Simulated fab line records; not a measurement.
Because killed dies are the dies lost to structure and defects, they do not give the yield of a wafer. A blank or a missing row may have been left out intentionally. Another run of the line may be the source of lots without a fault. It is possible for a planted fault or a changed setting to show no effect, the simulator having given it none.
Which tool is to blame? / flow sky130 / 45 wafers from 15 lots sampled at 2 of the route's 708 steps

WHAT THE GAUGES READ, wafer by wafer
SKY_VT_ADJUST_HVTP_TW_MEAS_11. Usual: VT_ADJUST_HVTP_TW gives 1345 (standard deviation 15).
lot=L462; measured=day 6 04:22; on=film metro-01; VT_ADJUST_HVTP_TW=1333 1337 1342; flag=
lot=L463; measured=day 6 08:39; on=film metro-02; VT_ADJUST_HVTP_TW=1332 1341 1340; flag=
lot=L465; measured=day 6 21:37; on=film metro-01; VT_ADJUST_HVTP_TW=1337 1332 1333; flag=
lot=L466; measured=day 7 01:35; on=film metro-03; VT_ADJUST_HVTP_TW=1368 1370 1360; flag=
lot=L467; measured=day 7 08:46; on=film metro-02; VT_ADJUST_HVTP_TW=1675 1662 1670; flag=OFF
lot=L468; measured=day 7 12:38; on=film metro-02; VT_ADJUST_HVTP_TW=1342 1341 1339; flag=
lot=L472; measured=day 8 14:26; on=film metro-01; VT_ADJUST_HVTP_TW=1330 1323 1327; flag=
lot=L473; measured=day 8 20:10; on=film metro-01; VT_ADJUST_HVTP_TW=1659 1661 1657; flag=OFF
lot=L474; measured=day 9 04:58; on=film metro-01; VT_ADJUST_HVTP_TW=1652 1657 1647; flag=OFF
lot=L478; measured=day 10 06:52; on=film metro-03; VT_ADJUST_HVTP_TW=1369 1357 1368; flag=
lot=L479; measured=day 10 16:36; on=film metro-02; VT_ADJUST_HVTP_TW=1338 1342 1331; flag=
lot=L480; measured=day 10 18:02; on=film metro-02; VT_ADJUST_HVTP_TW=1339 1343 1346; flag=
lot=L481; measured=day 10 21:46; on=film metro-03; VT_ADJUST_HVTP_TW=1364 1371 1361; flag=
lot=L483; measured=day 11 17:15; on=film metro-03; VT_ADJUST_HVTP_TW=1368 1365 1362; flag=
lot=L484; measured=day 12 00:43; on=film metro-02; VT_ADJUST_HVTP_TW=1345 1342 1347; flag=

WHAT TOOL EACH LOT RAN ON (gives the tool, then ch and the chambers of the sampled wafers, and finally the start)
lot=L462; SKY_VT_ADJUST_HVTP_IMPLANT_09=implanter-02 ch 0, day 6 04:07
lot=L463; SKY_VT_ADJUST_HVTP_IMPLANT_09=implanter-02 ch 0, day 6 08:25
lot=L465; SKY_VT_ADJUST_HVTP_IMPLANT_09=implanter-03 ch 0, day 6 21:22
lot=L466; SKY_VT_ADJUST_HVTP_IMPLANT_09=implanter-03 ch 0, day 7 01:20
lot=L467; SKY_VT_ADJUST_HVTP_IMPLANT_09=implanter-04 ch 0, day 7 08:08
lot=L468; SKY_VT_ADJUST_HVTP_IMPLANT_09=implanter-03 ch 0, day 7 12:23
lot=L472; SKY_VT_ADJUST_HVTP_IMPLANT_09=implanter-02 ch 0, day 8 14:11
lot=L473; SKY_VT_ADJUST_HVTP_IMPLANT_09=implanter-04 ch 0, day 8 19:37
lot=L474; SKY_VT_ADJUST_HVTP_IMPLANT_09=implanter-04 ch 0, day 9 04:25
lot=L478; SKY_VT_ADJUST_HVTP_IMPLANT_09=implanter-02 ch 0, day 10 06:38
lot=L479; SKY_VT_ADJUST_HVTP_IMPLANT_09=implanter-03 ch 0, day 10 16:22
lot=L480; SKY_VT_ADJUST_HVTP_IMPLANT_09=implanter-04 ch 0, day 10 17:49
lot=L481; SKY_VT_ADJUST_HVTP_IMPLANT_09=implanter-02 ch 0, day 10 21:31
lot=L483; SKY_VT_ADJUST_HVTP_IMPLANT_09=implanter-03 ch 0, day 11 17:02
lot=L484; SKY_VT_ADJUST_HVTP_IMPLANT_09=implanter-04 ch 0, day 12 00:29
- SKY_VT_ADJUST_HVTP_IMPLANT_09

WHAT THE TOOLS THEMSELVES READ (means of the sampled wafers that have a number; where no wafer has one, the mark that the record gives instead)
The record holds no such reading with a usual standard deviation.

THE ANSWER, worked out from the rows above alone
Rule: a lot is off if the mean of its wafers that have a number lies more than 3 standard deviations from the usual mean. Also off: a lot with no number at a reading for which 4 or more lots have one. Any other lot the step has rows for is counted as sound. Order of review: gauges by route order, followed by the tools' own readings, for which a lot's mean as printed above is used. At the first step where some lot is off, the reading lying furthest off is the one used; lots without a number count as furthest.
Off: L467, L473, L474, at SKY_VT_ADJUST_HVTP_TW_MEAS_11 (VT_ADJUST_HVTP_TW).
If a tool, at a process step before that reading, ran all the lots that are off and no sound lot after the first of them, it fits. Those tools and the gauges at SKY_VT_ADJUST_HVTP_TW_MEAS_11 are tried in the same way. Of those tried, none fits.

WHAT THE SIMULATOR PUT IN
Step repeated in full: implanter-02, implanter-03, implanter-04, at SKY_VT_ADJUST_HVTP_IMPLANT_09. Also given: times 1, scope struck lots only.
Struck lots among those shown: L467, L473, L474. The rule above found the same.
